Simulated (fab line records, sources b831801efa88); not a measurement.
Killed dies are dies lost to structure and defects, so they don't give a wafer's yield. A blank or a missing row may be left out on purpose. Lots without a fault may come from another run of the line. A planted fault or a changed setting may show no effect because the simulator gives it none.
Chamber matching | flow sky130 | SKY_LI_CONTACT_ETCH_15 on rie_diel-04: 4 sister chambers
The step etches PSG in C4F8/O2/Ar, stops on Si, target depth 600 nm. 8 wafers are shown with their chamber, then 10 later ones without.

WAFERS WITH THEIR CHAMBER
wafer  | chamber | oes_product_au (a.u.)
L084.4 | 0       | 0.836
L084.5 | 2       | 0.840
L084.6 | 1       | 0.843
L088.1 | 2       | 0.835
L088.3 | 0       | 0.838
L088.4 | 3       | 0.837
L091.3 | 3       | 0.831
L091.5 | 1       | 0.839

WAFERS WITHOUT THEIR CHAMBER
wafer  | oes_product_au (a.u.)
L091.6 | 0.832
L093.2 | 0.833
L093.5 | 0.843
L093.6 | 0.826
L094.1 | 0.839
L094.4 | 0.833
L094.5 | 0.832
L096.1 | 0.837
L096.5 | 0.837
L096.6 | 0.839

WHICH CHAMBER EACH WENT THROUGH
wafer  | from the rows above               | in truth
L091.6 | can't be placed: 3 or 0 or 2      | 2
L093.2 | can't be placed: 3 or 0 or 2      | 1
L093.5 | can't be placed: 1 or 2 or 0      | 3
L093.6 | can't be placed: 3 or 0 or 2      | 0
L094.1 | can't be placed: 2 or 0 or 1 or 3 | 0
L094.4 | can't be placed: 3 or 0 or 2      | 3
L094.5 | can't be placed: 3 or 0 or 2      | 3
L096.1 | can't be placed: 0 or 2 or 3 or 1 | 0
L096.5 | can't be placed: 0 or 2 or 3 or 1 | 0
L096.6 | can't be placed: 2 or 0 or 1 or 3 | 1
Placed correctly: 0 of 10. Can't be placed from these rows: 10 (the true chamber is among the candidates in 8). Placed wrongly: 0.
How it was worked out, from the rows above alone: a wafer's distance from a chamber is the root of the sum, over the readings, of the square of ((its reading less the chamber's mean) divided by the reading's scatter). The wafer belongs to the nearest chamber; if the next one is less than 2 further off, it can't be placed. A chamber's mean is the mean of its shown wafers. The scatter: the root of (the sum of the squares of (reading less its chamber's mean) over the shown wafers, divided by (wafers less chambers)).
